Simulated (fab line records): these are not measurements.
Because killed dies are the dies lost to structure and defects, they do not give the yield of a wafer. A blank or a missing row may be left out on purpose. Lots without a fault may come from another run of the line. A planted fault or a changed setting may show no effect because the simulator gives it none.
fab line records | flow gf180mcu
[record] lots = 24 wafers = 72 last_day = 34
route steps=602 shown M2@379 M3@412 V3@455 M4@461 V4@501
lots that met no fault: taken from a fault-free run of the same line
start_h: start of the lot's first displayed wafer, in hours after the record's first day | wait_h: time in hours since the lot's previous step | " as in the row above | L1.1+2: several wafers, shown together as one row | - no value, or no start was given | * or withheld: withheld | < > ~ a bound
route shown NAME@n: NAME is a module with steps in the file, n the number in the route of the first one | usual: the fault-free wafers' mean and standard deviation | same: alike in all rows | chamber/n: place in a boat | sites: readings site by site | _std_site: standard deviation across them | _edge_site: inner sites' mean taken away from outer sites' mean | radius_mm: for every site, how far away it sits from the centre of the wafer | mask NAME#n: copy n | behind: the tool/chamber that last shaped the wafer | hold: reason for holding the lot/hours on hold/outcome of the hold | device: the transistor (n, p or np) that didn't switch | end of line: the tests these same wafers got at the end of their route | a step with no rows: only its recipe | killed: the dies lost at the first sort to structure and to defects; this is not the yield of the wafer | map: a wafer's dies, x killed, . not, _ none there
set.NAME: the setting as run; set.NAME@STEP: as run at that earlier step | model.NAME: the simulator's own value behind a step, which no gauge read
one table for each step of the route and one row for each wafer, over a sample of lots
services: from which hour (start_h, from the record's first day; less than 0 if before it) a tool's chamber was out of use, for how many hours, and why
[[steps]]
[step GF_M2_STRIP_17]
[recipe] chemistry = O2/N2 power_w = 1400 pressure_mtorr = 1500 platen_temp_c = 250 o2_flow_sccm = 3000 n2_flow_sccm = 300 overash_fraction = 0.5
[usual] drypump_motor_current_A = 5.93/0.25 heater_power_w = 331/25 oes_product_au = 0.538/0.0055 strip_time_to_endpoint_s = 7.39/0.062
// columns lot.wafer tool chamber start_h wait_h drypump_motor_current_A heater_power_w oes_product_au rf_hours_counter_h strip_time_to_endpoint_s
L074.1 plasma_asher-02 0 439.73 0.1 5.66 340 0.539 1 7.32
L074.2 " 1 " " 5.67 343 0.535 1 7.26
L074.5 " 1 " " 5.68 336 0.529 - 7.27
L075.2 plasma_asher-02 0 448.58 0.1 5.66 338 0.543 2 7.44
L075.3 " 1 " " 5.71 329 0.538 - 7.42
L075.6 " 0 " " 5.66 345 0.549 - 7.47
L076.3 plasma_asher-04 1 455.95 0.1 5.91 327 0.540 - 7.37
L076.4 " 0 " " 6.20 298 0.537 - 7.31
L076.5 " 0 " " 6.19 303 0.537 - 7.35
L077.1 plasma_asher-04 1 467.05 0.1 5.91 329 0.537 69 7.42
L077.2 " 0 " " 6.16 295 0.536 69 7.45
L077.4 " 1 " " 5.92 331 0.539 - 7.40
L078.2 plasma_asher-02 1 478.13 0.1 5.65 327 0.526 4 7.28
L078.3 " 1 " " 5.68 338 0.536 - 7.36
L078.6 " 1 " " 5.71 337 0.538 - 7.29
L079.1 plasma_asher-02 1 488.92 0.1 5.71 336 0.550 6 7.37
L079.4 " 1 " " 5.75 338 0.541 - 7.35
L079.5 " 1 " " 5.70 337 0.530 - 7.36
L080.1 plasma_asher-04 0 495.37 0.1 6.23 300 0.534 70 7.40
L080.2 " 1 " " 5.91 329 0.527 70 7.43
L080.5 " 0 " " 6.23 297 0.532 - 7.42
L081.1 plasma_asher-04 1 507.52 0.1 5.93 326 0.543 72 7.42
L081.3 " 1 " " 5.91 325 0.542 - 7.39
L081.5 " 0 " " 6.18 301 0.541 - 7.42
L082.1 plasma_asher-04 1 513.37 0.1 5.92 332 0.534 72 7.36
L082.3 " 1 " " 5.92 335 0.534 - 7.40
L082.5 " 1 " " 5.91 330 0.539 - 7.24
L083.2 plasma_asher-04 0 522.63 0.1 6.20 296 0.534 74 7.28
L083.3 " 1 " " 5.93 320 0.537 - 7.38
L083.5 " 0 " " 6.21 308 0.528 - 7.25
L084.3 plasma_asher-04 0 536.05 0.1 6.17 301 0.542 - 7.38
L084.5 " 0 " " 6.19 296 0.539 - 7.41
L084.6 " 1 " " 5.95 329 0.541 - 7.46
L085.1 plasma_asher-02 0 541.17 0.1 5.66 342 0.539 12 7.46
L085.4 " 1 " " 5.73 336 0.542 - 7.47
L085.6 " 0 " " 5.64 336 0.546 - 7.41
L086.1 plasma_asher-02 1 551.12 0.1 5.72 336 0.532 13 7.28
L086.2 " 0 " " 5.66 346 0.542 13 7.39
L086.6 " 0 " " 5.68 334 0.534 - 7.25
L087.1 plasma_asher-02 1 562.17 0.1 5.70 333 0.529 14 7.27
L087.3 " 1 " " 5.74 338 0.529 - 7.31
L087.5 " 1 " " 5.74 343 0.538 - 7.38
L088.2 plasma_asher-04 1 569.07 0.1 5.91 324 0.549 79 7.44
L088.4 " 1 " " 5.87 336 0.531 - 7.37
L088.5 " 0 " " 6.18 295 0.541 - 7.43
L089.4 plasma_asher-04 0 573.45 0.1 6.18 298 0.539 - 7.41
L089.5 " 1 " " 5.86 318 0.532 - 7.38
L089.6 " 0 " " 6.21 303 0.544 - 7.44
L090.2 plasma_asher-04 1 582.07 0.1 5.92 330 0.522 80 7.39
L090.5 " 1 " " 5.91 335 0.535 - 7.32
L090.6 " 0 " " 6.19 297 0.538 - 7.44
L091.1 plasma_asher-01 1 589.65 0.2 6.51 402 0.533 47 7.35
L091.2 " 0 " " 6.09 341 0.539 47 7.44
L091.4 " 1 " " 6.51 405 0.545 - 7.45
L092.3 plasma_asher-04 0 601.43 0.2 6.18 300 0.536 - 7.41
L092.4 " 1 " " 5.89 328 0.544 - 7.41
L092.5 " 0 " " 6.20 296 0.539 - 7.40
L093.2 plasma_asher-02 0 603.90 0.2 5.66 334 0.544 18 7.43
L093.3 " 0 " " 5.66 340 0.543 - 7.45
L093.4 " 1 " " 5.69 337 0.544 - 7.45
L094.2 plasma_asher-01 1 609.82 0.1 6.49 411 0.546 50 7.50
L094.4 " 0 " " 6.09 342 0.542 - 7.48
L094.5 " 1 " " 6.49 414 0.543 - 7.46
L095.1 plasma_asher-02 1 615.37 0.1 5.74 338 0.541 19 7.45
L095.2 " 0 " " 5.66 343 0.539 19 7.47
L095.4 " 1 " " 5.74 337 0.534 - 7.47
L096.1 plasma_asher-02 1 624.57 0.1 5.69 335 0.541 20 7.46
L096.2 " 0 " " 5.68 336 0.541 20 7.38
L096.3 " 0 " " 5.65 337 0.542 - 7.37
L097.1 plasma_asher-01 1 635.22 0.1 6.49 405 0.545 52 7.41
L097.4 " 0 " " 6.07 341 0.537 - 7.44
L097.6 " 1 " " 6.50 409 0.538 - 7.47
[step GF_M3_SPUTTER_03]
[recipe] material = Ti target_thk_nm = 10 substrate_temp_c = 300 chamber_pressure_pa = 0.3 power_w = 3000 time_s = 6.7
[usual] throttle_valve_pct = 29.7/0.84
// columns lot.wafer tool chamber start_h wait_h throttle_valve_pct
L074.1 pvd_sputter-01 - 466.82 0.0 29.3
L074.2 " - " " 29.1
L074.5 " - " " 28.9
L075.2 pvd_sputter-03 - 475.97 0.0 29.8
L075.3 " - " " 30.5
L075.6 " - " " 28.7
L076.3 pvd_sputter-02 - 483.62 0.0 29.5
L076.4 " - " " 31.6
L076.5 " - " " 29.4
L077.1 pvd_sputter-02 - 494.39 0.0 29.5
L077.2 " - " " 29.9
L077.4 " - " " 29.3
L078.2 pvd_sputter-01 - 504.91 0.0 31.5
L078.3 " - " " 28.7
L078.6 " - " " 29.0
L079.1 pvd_sputter-03 - 515.71 0.0 30.3
L079.4 " - " " 28.8
L079.5 " - " " 30.3
L080.1 pvd_sputter-01 - 522.34 0.0 29.3
L080.2 " - " " 29.0
L080.5 " - " " 29.0
L081.1 pvd_sputter-03 - 534.24 0.0 29.8
L081.3 " - " " 30.2
L081.5 " - " " 29.7
L082.1 pvd_sputter-03 - 540.11 0.0 28.7
L082.3 " - " " 29.9
L082.5 " - " " 29.6
L083.2 pvd_sputter-03 - 548.97 0.0 29.0
L083.3 " - " " 29.5
L083.5 " - " " 29.0
L084.3 pvd_sputter-03 - 561.72 0.0 30.0
L084.5 " - " " 29.6
L084.6 " - " " 28.8
L085.1 pvd_sputter-02 - 566.78 0.0 29.8
L085.4 " - " " 31.7
L085.6 " - " " 30.0
L086.1 pvd_sputter-01 - 576.92 0.0 31.3
L086.2 " - " " 28.9
L086.6 " - " " 31.2
L087.1 pvd_sputter-03 - 586.66 0.0 29.6
L087.3 " - " " 30.1
L087.5 " - " " 29.6
L088.2 pvd_sputter-03 - 593.76 0.0 29.7
L088.4 " - " " 30.4
L088.5 " - " " 30.1
L089.4 pvd_sputter-03 - 597.46 0.0 29.7
L089.5 " - " " 29.6
L089.6 " - " " 28.6
L090.2 pvd_sputter-01 - 605.35 0.0 29.1
L090.5 " - " " 29.1
L090.6 " - " " 29.0
L091.1 pvd_sputter-02 - 613.79 0.0 29.8
L091.2 " - " " 31.1
L091.4 " - " " 29.7
L092.3 pvd_sputter-02 - 624.76 0.0 29.8
L092.4 " - " " 29.4
L092.5 " - " " 29.6
L093.2 pvd_sputter-01 - 627.66 0.0 29.1
L093.3 " - " " 28.7
L093.4 " - " " 29.1
L094.2 pvd_sputter-02 - 633.21 0.0 29.5
L094.4 " - " " 29.8
L094.5 " - " " 29.7
L095.1 pvd_sputter-01 - 639.19 0.0 29.1
L095.2 " - " " 28.9
L095.4 " - " " 29.1
L096.1 pvd_sputter-01 - 648.01 0.0 29.0
L096.2 " - " " 31.3
L096.3 " - " " 28.7
L097.1 pvd_sputter-01 - 660.97 0.0 28.9
L097.4 " - " " 28.9
L097.6 " - " " 29.1
[step GF_V3_CMP_26]
[recipe] stop_on = SiO2 down_force_psi = 3.5 platen_rpm = 60 t_overpolish_s = 15 target_thk_nm = 0 pad_velocity_m_s = 0.94248
[usual] motor_current_A = 11.2/1.7 overpolish_run_s = 14.999/0.0097 platen_rpm = 60.00/0.045 time_to_endpoint_s = 86/3.8
// columns lot.wafer tool chamber start_h wait_h motor_current_A overpolish_run_s platen_rpm time_to_endpoint_s
L074.1 cmp-01 1 519.72 0.5 10.9 15.000 59.90 84
L074.2 " 3 " " 15.0 15.009 59.99 80
L074.5 " 1 " " 10.8 15.001 59.90 83
L075.2 cmp-02 2 526.73 0.0 12.2 14.986 59.98 82
L075.3 " 0 " " 9.9 15.001 60.11 87
L075.6 " 3 " " 11.5 15.010 59.96 85
L076.3 cmp-02 1 534.18 0.0 12.6 14.994 60.08 86
L076.4 " 3 " " 11.5 15.007 59.97 85
L076.5 " 2 " " 11.4 14.988 60.06 83
L077.1 cmp-01 1 545.19 0.1 10.6 14.993 60.00 87
L077.4 " 3 " " 14.9 15.001 60.05 83
L077.2 " 0 " " 10.1 14.999 60.00 85
L078.3 cmp-01 0 554.11 0.0 10.6 15.004 60.02 92
L078.2 " 2 " " 9.3 14.996 59.97 81
L078.6 " 1 " " 10.2 14.996 60.01 83
L079.1 cmp-02 1 564.73 0.1 12.4 15.012 60.02 85
L079.4 " 0 " " 9.3 15.005 59.92 88
L079.5 " 1 " " 11.7 15.001 60.06 87
L080.2 cmp-02 1 570.65 0.1 12.1 15.010 59.97 88
L080.1 " 3 " " 11.4 14.996 60.07 85
L080.5 " 1 " " 11.3 15.027 60.05 89
L081.1 cmp-01 0 581.24 0.1 10.2 14.990 60.05 90
L081.3 " 3 " " 15.5 14.993 60.06 81
L081.5 " 1 " " 10.5 15.008 60.02 80
L082.1 cmp-01 2 587.70 0.1 9.3 14.991 59.95 78
L082.3 " 0 " " 10.4 15.008 60.00 86
L082.5 " 3 " " 15.0 14.984 59.95 82
L083.2 cmp-01 2 595.74 0.0 9.6 14.991 60.00 77
L083.3 " 1 " " 10.3 15.011 59.94 81
L083.5 " 2 " " 9.4 14.996 59.93 81
L084.3 cmp-02 3 607.90 0.2 10.5 15.001 60.03 91
L084.5 " 0 " " 9.7 15.005 59.94 87
L084.6 " 1 " " 12.5 15.012 60.00 88
L085.4 cmp-02 0 612.15 0.0 9.7 15.016 59.91 86
L085.1 " 1 " " 11.9 15.011 59.95 88
L085.6 " 0 " " 9.4 15.009 59.94 84
L086.2 cmp-02 1 622.16 0.0 12.8 14.997 59.93 84
L086.1 " 0 " " 9.1 15.010 59.96 82
L086.6 " 2 " " 12.1 14.983 60.03 81
L087.1 cmp-01 3 630.95 0.1 14.3 14.985 60.01 81
L087.3 " 2 " " 9.1 15.014 60.02 76
L087.5 " 0 " " 9.6 15.008 59.96 89
L088.2 cmp-02 1 638.61 0.0 11.5 14.993 60.04 94
L088.4 " 3 " " 10.5 14.999 60.04 91
L088.5 " 1 " " 11.7 15.008 60.04 91
L089.4 cmp-01 3 641.21 0.1 14.1 15.007 60.00 83
L089.5 " 2 " " 9.1 14.995 60.03 80
L089.6 " 3 " " 14.9 14.990 60.05 84
L090.2 cmp-02 3 648.84 0.1 11.1 15.008 59.99 88
L090.5 " 2 " " 11.2 15.002 60.01 86
L090.6 " 3 " " 11.1 14.994 60.04 88
L091.1 cmp-02 1 660.38 0.1 12.3 15.007 59.96 90
L091.2 " 2 " " 12.0 14.981 60.01 86
L091.4 " 3 " " 11.3 14.993 59.90 89
L092.4 cmp-02 3 666.14 0.2 10.9 15.012 60.02 88
L092.3 " 1 " " 11.5 14.992 59.93 91
L092.5 " 3 " " 11.3 14.990 59.91 88
L093.3 cmp-01 3 667.19 0.1 15.1 14.991 60.02 85
L093.2 " 0 " " 10.7 15.001 60.03 93
L093.4 " 1 " " 10.4 14.989 59.97 88
L094.4 cmp-02 3 678.24 0.1 11.2 15.011 60.00 82
L094.2 " 0 " " 9.3 14.978 60.02 85
L094.5 " 2 " " 11.6 14.992 60.05 85
L095.2 cmp-01 3 683.07 0.2 14.9 15.003 60.02 86
L095.4 " 0 " " 10.6 15.009 59.96 90
L095.1 " 2 " " 9.0 14.994 60.02 85
L096.3 cmp-02 3 686.75 0.0 11.4 14.990 59.95 85
L096.2 " 0 " " 9.6 14.996 60.02 83
L096.1 " 1 " " 12.6 14.990 59.97 88
L097.4 cmp-02 0 700.68 0.0 9.7 15.001 59.95 89
L097.1 " 2 " " 11.7 15.020 60.05 90
L097.6 " 0 " " 9.2 15.009 60.01 91
[step GF_M4_RS_MEAS_05]
[recipe] thk_meas_gauge = four-point-probe reads = TiN_of_M4_SPUTTER_04+Ti_of_M4_SPUTTER_03+AlCu_of_M4_SPUTTER_02+TiN_of_M4_SPUTTER_01+Ti_of_M4_SPUTTER_00
[usual] M4_ALCU_RS = 0.0697/0.00082
// columns lot.wafer tool chamber start_h wait_h M4_ALCU_RS[ohm/sq]
L074.1 film_metro-01 - 520.19 0.0 0.0697
L074.2 " - " " 0.0691
L074.5 " - " " 0.0690
L075.2 film_metro-01 - 527.27 0.0 0.0693
L075.3 " - " " 0.0694
L075.6 " - " " 0.0689
L076.3 film_metro-03 - 534.74 0.1 0.0693
L076.4 " - " " 0.0680
L076.5 " - " " 0.0683
L077.1 film_metro-03 - 545.72 0.0 0.0694
L077.2 " - " " 0.0695
L077.4 " - " " 0.0696
L078.2 film_metro-03 - 554.65 0.0 0.0708
L078.3 " - " " 0.0691
L078.6 " - " " 0.0703
L079.1 film_metro-01 - 565.25 0.0 0.0690
L079.4 " - " " 0.0709
L079.5 " - " " 0.0700
L080.1 film_metro-03 - 571.12 0.0 0.0699
L080.2 " - " " 0.0710
L080.5 " - " " 0.0699
L081.1 film_metro-03 - 581.77 0.0 0.0698
L081.3 " - " " 0.0694
L081.5 " - " " 0.0685
L082.1 film_metro-03 - 588.22 0.0 0.0702
L082.3 " - " " 0.0698
L082.5 " - " " 0.0703
L083.2 film_metro-01 - 596.29 0.0 0.0704
L083.3 " - " " 0.0706
L083.5 " - " " 0.0708
L084.3 film_metro-01 - 608.31 0.1 0.0705
L084.5 " - " " 0.0698
L084.6 " - " " 0.0697
L085.1 film_metro-03 - 612.67 0.0 0.0694
L085.4 " - " " 0.0686
L085.6 " - " " 0.0693
L086.1 film_metro-03 - 622.68 0.0 0.0692
L086.2 " - " " 0.0693
L086.6 " - " " 0.0699
L087.1 film_metro-03 - 631.47 0.0 0.0702
L087.3 " - " " 0.0701
L087.5 " - " " 0.0694
L088.2 film_metro-01 - 639.15 0.0 0.0688
L088.4 " - " " 0.0690
L088.5 " - " " 0.0701
L089.4 film_metro-02 - 641.74 0.1 0.0684
L089.5 " - " " 0.0676
L089.6 " - " " 0.0693
L090.2 film_metro-02 - 649.33 0.0 0.0700
L090.5 " - " " 0.0696
L090.6 " - " " 0.0704
L091.1 film_metro-01 - 660.88 0.0 0.0707
L091.2 " - " " 0.0697
L091.4 " - " " 0.0699
L092.3 film_metro-03 - 666.70 0.1 0.0703
L092.4 " - " " 0.0697
L092.5 " - " " 0.0691
L093.2 film_metro-03 - 667.69 0.0 0.0687
L093.3 " - " " 0.0688
L093.4 " - " " 0.0680
L094.2 film_metro-03 - 678.68 0.0 0.0703
L094.4 " - " " 0.0699
L094.5 " - " " 0.0705
L095.1 film_metro-01 - 683.59 0.0 0.0695
L095.2 " - " " 0.0705
L095.4 " - " " 0.0714
L096.1 film_metro-03 - 687.27 0.0 0.0698
L096.2 " - " " 0.0695
L096.3 " - " " 0.0705
L097.1 film_metro-03 - 701.22 0.0 0.0694
L097.4 " - " " 0.0709
L097.6 " - " " 0.0696
[step GF_M4_CD_MEAS_14]
[recipe] target_cd_nm = 280
[usual] cd_nm = 280.0/1.2
// columns lot.wafer tool chamber start_h wait_h cd_nm
L074.1 cd_sem-01 - 543.03 0.1 279.8
L074.2 " - " " 278.7
L074.5 " - " " 281.1
L075.2 cd_sem-01 - 550.71 0.1 277.5
L075.3 " - " " 278.4
L075.6 " - " " 278.4
L076.3 cd_sem-01 - 556.88 0.1 279.6
L076.4 " - " " 280.4
L076.5 " - " " 280.3
L077.1 cd_sem-02 - 568.09 0.1 280.3
L077.2 " - " " 279.7
L077.4 " - " " 280.2
L078.2 cd_sem-02 - 576.91 0.1 278.9
L078.3 " - " " 279.1
L078.6 " - " " 279.0
L079.1 cd_sem-02 - 586.89 0.1 280.7
L079.4 " - " " 280.7
L079.5 " - " " 279.9
L080.1 cd_sem-01 - 592.54 0.1 280.6
L080.2 " - " " 279.8
L080.5 " - " " 280.9
L081.1 cd_sem-02 - 602.83 0.1 282.4
L081.3 " - " " 280.9
L081.5 " - " " 282.2
L082.1 cd_sem-02 - 609.09 0.1 279.4
L082.3 " - " " 279.7
L082.5 " - " " 280.1
L083.2 cd_sem-02 - 616.56 0.1 281.3
L083.3 " - " " 282.4
L083.5 " - " " 281.4
L084.3 cd_sem-01 - 629.33 0.1 280.0
L084.5 " - " " 280.8
L084.6 " - " " 280.5
L085.1 cd_sem-01 - 633.34 0.1 281.4
L085.4 " - " " 279.8
L085.6 " - " " 280.1
L086.1 cd_sem-01 - 643.13 0.1 281.8
L086.2 " - " " 282.4
L086.6 " - " " 281.3
L087.1 cd_sem-01 - 651.85 0.2 280.4
L087.3 " - " " 280.0
L087.5 " - " " 279.4
L088.2 cd_sem-01 - 660.46 2.0 280.0
L088.4 " - " " 279.4
L088.5 " - " " 280.6
L089.4 cd_sem-01 - 661.87 0.4 279.8
L089.5 " - " " 280.4
L089.6 " - " " 281.3
L090.2 cd_sem-01 - 666.71 0.1 278.3
L090.5 " - " " 277.6
L090.6 " - " " 278.1
L091.1 cd_sem-01 - 678.79 0.1 278.8
L091.2 " - " " 278.1
L091.4 " - " " 279.1
L092.3 cd_sem-01 - 685.77 0.1 280.2
L092.4 " - " " 280.6
L092.5 " - " " 282.2
L093.2 cd_sem-02 - 687.16 0.1 279.0
L093.3 " - " " 277.9
L093.4 " - " " 278.5
L094.2 cd_sem-01 - 697.65 0.1 278.0
L094.4 " - " " 278.5
L094.5 " - " " 279.9
L095.1 cd_sem-01 - 702.23 0.1 280.2
L095.2 " - " " 280.7
L095.4 " - " " 281.0
L096.1 cd_sem-02 - 705.53 0.1 281.6
L096.2 " - " " 281.3
L096.3 " - " " 281.5
L097.1 cd_sem-01 - 719.39 0.1 280.6
L097.4 " - " " 279.8
L097.6 " - " " 278.7
[step GF_V4_THK_MEAS_25]
[recipe] thk_meas_gauge = xrf reads = W_of_V4_CVD_23
[usual] V4_W_THK = 349/4.3
// columns lot.wafer tool chamber start_h wait_h V4_W_THK[nm]
L074.1 film_metro-01 - 568.69 0.1 353
L074.2 " - " " 352
L074.5 " - " " 350
L075.2 film_metro-01 - 575.40 0.1 346
L075.3 " - " " 348
L075.6 " - " " 349
L076.3 film_metro-02 - 581.86 0.1 353
L076.4 " - " " 348
L076.5 " - " " 346
L077.1 film_metro-02 - 592.34 0.1 354
L077.2 " - " " 351
L077.4 " - " " 349
L078.2 film_metro-02 - 601.45 0.1 348
L078.3 " - " " 351
L078.6 " - " " 347
L079.1 film_metro-01 - 610.72 0.1 356
L079.4 " - " " 351
L079.5 " - " " 350
L080.1 film_metro-01 - 615.90 0.1 348
L080.2 " - " " 356
L080.5 " - " " 353
L081.1 film_metro-02 - 625.91 0.1 344
L081.3 " - " " 345
L081.5 " - " " 353
L082.1 film_metro-02 - 632.07 0.1 351
L082.3 " - " " 349
L082.5 " - " " 350
L083.2 film_metro-01 - 639.54 0.1 349
L083.3 " - " " 353
L083.5 " - " " 356
L084.3 film_metro-01 - 652.36 0.1 354
L084.5 " - " " 353
L084.6 " - " " 349
L085.1 film_metro-02 - 659.46 0.1 348
L085.4 " - " " 350
L085.6 " - " " 348
L086.1 film_metro-02 - 664.70 0.1 346
L086.2 " - " " 344
L086.6 " - " " 348
L087.1 film_metro-02 - 673.52 0.1 343
L087.3 " - " " 343
L087.5 " - " " 346
L088.2 film_metro-01 - 682.72 0.1 354
L088.4 " - " " 350
L088.5 " - " " 353
L089.4 film_metro-02 - 683.11 0.1 347
L089.5 " - " " 346
L089.6 " - " " 343
L090.2 film_metro-04 - 688.90 0.1 349
L090.5 " - " " 347
L090.6 " - " " 354
L091.1 film_metro-02 - 700.27 0.1 351
L091.2 " - " " 347
L091.4 " - " " 350
L092.3 film_metro-02 - 706.84 0.1 348
L092.4 " - " " 342
L092.5 " - " " 344
L093.2 film_metro-01 - 708.46 0.1 358
L093.3 " - " " 351
L093.4 " - " " 350
L094.2 film_metro-01 - 718.35 0.1 360
L094.4 " - " " 355
L094.5 " - " " 352
L095.1 film_metro-01 - 723.15 0.1 347
L095.2 " - " " 355
L095.4 " - " " 351
L096.1 film_metro-02 - 725.72 0.1 348
L096.2 " - " " 344
L096.3 " - " " 348
L097.1 film_metro-04 - 739.40 0.1 346
L097.4 " - " " 341
L097.6 " - " " 350
[[services]]
// columns tool chamber start_h hours kind
cmp-02 - 419.60 5.6 pm
pvd_sputter-03 - 421.17 4.7 repair
plasma_asher-02 - 421.25 9.0 pm
pvd_sputter-01 - 436.64 2.1 repair
plasma_asher-02 - 449.29 10.0 pm
cmp-02 - 458.54 0.5 repair
cmp-02 - 477.74 0.3 repair
plasma_asher-04 - 479.58 12.5 repair
cmp-01 - 502.71 8.1 pm
cmp-02 - 518.36 1.6 repair
cmp-01 - 526.81 12.1 pm
cmp-01 - 538.91 4.0 pm
plasma_asher-02 - 540.36 0.5 repair
pvd_sputter-01 - 546.88 3.5 repair
cmp-01 - 561.30 0.6 repair
cmp-01 - 572.09 4.0 pm
pvd_sputter-03 - 579.51 0.5 repair
cmp-01 - 593.60 1.3 repair
pvd_sputter-03 - 598.85 2.1 repair
cmp-01 - 609.79 2.2 repair
plasma_asher-02 - 628.34 2.2 repair
cmp-01 - 632.53 2.5 repair
cmp-01 - 663.24 0.6 repair
cmp-01 - 694.02 0.8 repair
[[key]]
fault none
